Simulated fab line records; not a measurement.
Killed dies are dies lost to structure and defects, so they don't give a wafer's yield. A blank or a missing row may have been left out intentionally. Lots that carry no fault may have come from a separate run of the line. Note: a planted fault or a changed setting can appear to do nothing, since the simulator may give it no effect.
One fault through the eyes of 2 desks || flow sky130 || what lay behind the numbers comes last; until then each desk has only its own

## THE METROLOGY DESK
Means of the sampled wafers that have a number, per lot and without regard to the tool the lot ran on: this is what the gauges read. The brackets show how far a lot's mean lies from the usual mean; more than 4 standard deviations puts the lot out of limits, marked OUT.
Columns: A = VIA4_OVL at SKY_VIA4_OVL_MEAS_11, usual 0.6 nm
{"lot": "L125", "first seen here": "day 43 10:23", "A": -1.0}
{"lot": "L126", "first seen here": "day 43 18:14", "A": 0.0}
{"lot": "L128", "first seen here": "day 44 12:55", "A": 1.6}
{"lot": "L129", "first seen here": "day 44 22:29", "A": 0.6}
{"lot": "L130", "first seen here": "day 45 02:07", "A": -1.2}
{"lot": "L131", "first seen here": "day 45 04:10", "A": 2.3}
{"lot": "L132", "first seen here": "day 45 08:43", "A": 1.2}
{"lot": "L133", "first seen here": "day 45 18:10", "A": -0.6}
{"lot": "L136", "first seen here": "day 46 09:53", "A": 0.4}
{"lot": "L142", "first seen here": "day 47 21:55", "A": 1.5}
{"lot": "L147", "first seen here": "day 48 17:50", "A": -0.3}
{"lot": "L146", "first seen here": "day 48 22:34", "A": -0.6}
Finding of this desk: none of the 12 lots has anything out of limits.

## THE TOOL OWNER'S DESK: rieDiel-02
The tool's own readings at SKY_VIA4_ETCH_12 (etches SiO2 in C4F8/O2/Ar, stops on TiN, target depth 580 nm): means of the sampled wafers that have a number, for each lot that ran on this tool. The brackets show how far a lot's mean lies from the usual mean; more than 4 standard deviations puts the lot out of limits, marked OUT.
Columns: A = biasW at SKY_VIA4_ETCH_12, usual 1200 W; B = oesProductAu at SKY_VIA4_ETCH_12, usual 0.926 a.u.
{"lot": "L125", "first seen here": "day 43 10:25", "A": 1199, "B": 0.925}
{"lot": "L126", "first seen here": "day 43 18:15", "A": 1203, "B": 0.925}
{"lot": "L128", "first seen here": "day 44 12:57", "A": 1204, "B": 0.931}
{"lot": "L130", "first seen here": "day 45 02:09", "A": 1196, "B": 0.929}
{"lot": "L132", "first seen here": "day 45 08:45", "A": 1201, "B": 0.926}
{"lot": "L136", "first seen here": "day 46 09:55", "A": 1200, "B": 0.923}
{"lot": "L142", "first seen here": "day 47 21:57", "A": 1188, "B": 0.930}
Finding of this desk: none of the 7 lots has anything out of limits.

## PUT TOGETHER
At the metrology desk, nothing out of limits was observed.
Nothing out of limits was seen by the tool owner's desk.

## WHAT HAD BEEN PUT IN BY THE SIMULATOR
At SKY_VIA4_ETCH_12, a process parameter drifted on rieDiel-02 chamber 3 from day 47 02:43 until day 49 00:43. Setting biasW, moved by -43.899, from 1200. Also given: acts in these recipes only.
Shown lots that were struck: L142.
